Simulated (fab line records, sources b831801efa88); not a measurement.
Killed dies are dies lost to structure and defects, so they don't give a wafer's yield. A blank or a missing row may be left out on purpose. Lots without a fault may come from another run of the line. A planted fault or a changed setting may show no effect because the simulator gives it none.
Chamber matching | flow gf180mcu | GF_V3_CMP_26 on cmp-01: 4 sister chambers
The step polishes, stops on SiO2, t overpolish 15.76 s, target thk 0 nm. 16 wafers are shown with their chamber, then 8 later ones without.

WAFERS WITH THEIR CHAMBER
wafer  | chamber | motor_current_A (A) | time_to_endpoint_s (s) | overpolish_run_s (s)
L290.4 | 0       | 12.8                | 83                     | 15.769
L290.5 | 1       | 11.0                | 85                     | 15.752
L290.6 | 2       | 11.2                | 86                     | 15.747
L294.1 | 0       | 11.6                | 85                     | 15.761
L294.3 | 2       | 11.5                | 87                     | 15.757
L294.5 | 2       | 11.3                | 90                     | 15.772
L296.2 | 1       | 10.4                | 90                     | 15.744
L296.4 | 2       | 11.2                | 87                     | 15.772
L296.5 | 3       | 10.0                | 84                     | 15.770
L297.2 | 3       | 9.4                 | 85                     | 15.763
L297.5 | 2       | 11.3                | 86                     | 15.754
L297.6 | 1       | 10.2                | 86                     | 15.766
L305.1 | 0       | 12.2                | 84                     | 15.765
L305.2 | 2       | 11.6                | 84                     | 15.748
L305.6 | 0       | 11.5                | 82                     | 15.743
L304.1 | 1       | 10.4                | 88                     | 15.772

SIGNATURES (means of the wafers above)
reading            | chamber 0 | chamber 1 | chamber 2 | chamber 3 | scatter within a chamber
motor_current_A    | 12.025    | 10.500    | 11.350    | 9.700     | 0.383
time_to_endpoint_s | 83.50     | 87.25     | 86.67     | 84.50     | 1.82
overpolish_run_s   | 15.75950  | 15.75850  | 15.75833  | 15.76650  | 0.0113
Rule: a wafer's distance from a chamber is the root of the sum, over the readings, of the square of ((its reading less the chamber's mean) divided by the reading's scatter). The wafer belongs to the nearest chamber; if the next one is less than 2 further off, it can't be placed. The scatter: the root of (the sum of the squares of (reading less its chamber's mean) over the shown wafers, divided by (wafers less chambers)).

WAFERS WITHOUT THEIR CHAMBER
wafer  | motor_current_A (A) | time_to_endpoint_s (s) | overpolish_run_s (s)
L304.2 | 11.9                | 88                     | 15.742
L304.4 | 11.6                | 87                     | 15.753
L307.2 | 11.8                | 84                     | 15.763
L307.3 | 10.0                | 84                     | 15.765
L307.4 | 10.6                | 83                     | 15.758
L310.3 | 11.9                | 82                     | 15.767
L310.4 | 11.3                | 86                     | 15.762
L310.5 | 10.1                | 87                     | 15.766

WHICH CHAMBER EACH WENT THROUGH
wafer  | from the rows above               | in truth
L304.2 | can't be placed: 2 or 0 or 1      | 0
L304.4 | can't be placed: 2 or 0           | 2
L307.2 | can't be placed: 0 or 2           | 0
L307.3 | can't be placed: 3 or 1           | 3
L307.4 | can't be placed: 1 or 3 or 2 or 0 | 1
L310.3 | can't be placed: 0 or 2           | 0
L310.4 | can't be placed: 2 or 1 or 0      | 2
L310.5 | can't be placed: 1 or 3           | 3
Placed correctly: 0 of 8. Can't be placed from these rows: 8 (the true chamber is among the candidates in 8). Placed wrongly: 0.
